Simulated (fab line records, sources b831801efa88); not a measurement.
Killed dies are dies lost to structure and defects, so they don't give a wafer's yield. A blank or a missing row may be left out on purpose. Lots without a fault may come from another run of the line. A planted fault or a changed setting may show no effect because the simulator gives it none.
Chamber matching | flow gf180mcu | GF_V4_CMP_04 on cmp-01: 4 sister chambers
The step polishes SiO2. 14 wafers are shown with their chamber, then 7 later ones without.

WAFERS WITH THEIR CHAMBER
wafer  | chamber | motor_current_A (A) | time_to_endpoint_s (s)
L078.2 | 1       | 11.9                | 85
L078.3 | 3       | 12.7                | 79
L078.4 | 2       | 11.0                | 90
L079.1 | 0       | 13.7                | 79
L079.2 | 1       | 12.5                | 81
L079.4 | 3       | 12.0                | 86
L081.3 | 2       | 11.5                | 80
L081.4 | 3       | 12.4                | 82
L081.6 | 2       | 11.5                | 81
L082.1 | 3       | 11.8                | 76
L082.3 | 1       | 11.7                | 76
L082.4 | 2       | 10.8                | 83
L089.2 | 3       | 12.0                | 81
L089.4 | 0       | 13.3                | 78

SIGNATURES (means of the wafers above)
reading            | chamber 0 | chamber 1 | chamber 2 | chamber 3 | scatter within a chamber
motor_current_A    | 13.500    | 12.033    | 11.200    | 12.180    | 0.365
time_to_endpoint_s | 78.50     | 80.67     | 83.50     | 80.80     | 3.96
Rule: a wafer's distance from a chamber is the root of the sum, over the readings, of the square of ((its reading less the chamber's mean) divided by the reading's scatter). The wafer belongs to the nearest chamber; if the next one is less than 2 further off, it can't be placed. The scatter: the root of (the sum of the squares of (reading less its chamber's mean) over the shown wafers, divided by (wafers less chambers)).

WAFERS WITHOUT THEIR CHAMBER
wafer  | motor_current_A (A) | time_to_endpoint_s (s)
L089.5 | 13.6                | 78
L096.2 | 11.7                | 69
L096.4 | 11.9                | 75
L096.5 | 12.4                | 76
L097.3 | 11.4                | 85
L097.4 | 11.6                | 80
L097.5 | 14.1                | 84

WHICH CHAMBER EACH WENT THROUGH
wafer  | from the rows above          | in truth
L089.5 | 0                            | 0
L096.2 | can't be placed: 1 or 3 or 2 | 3
L096.4 | can't be placed: 1 or 3 or 2 | 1
L096.5 | can't be placed: 3 or 1 or 0 | 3
L097.3 | can't be placed: 2 or 1 or 3 | 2
L097.4 | can't be placed: 1 or 2 or 3 | 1
L097.5 | 0                            | 0
Placed correctly: 2 of 7. Can't be placed from these rows: 5 (the true chamber is among the candidates in 5). Placed wrongly: 0.
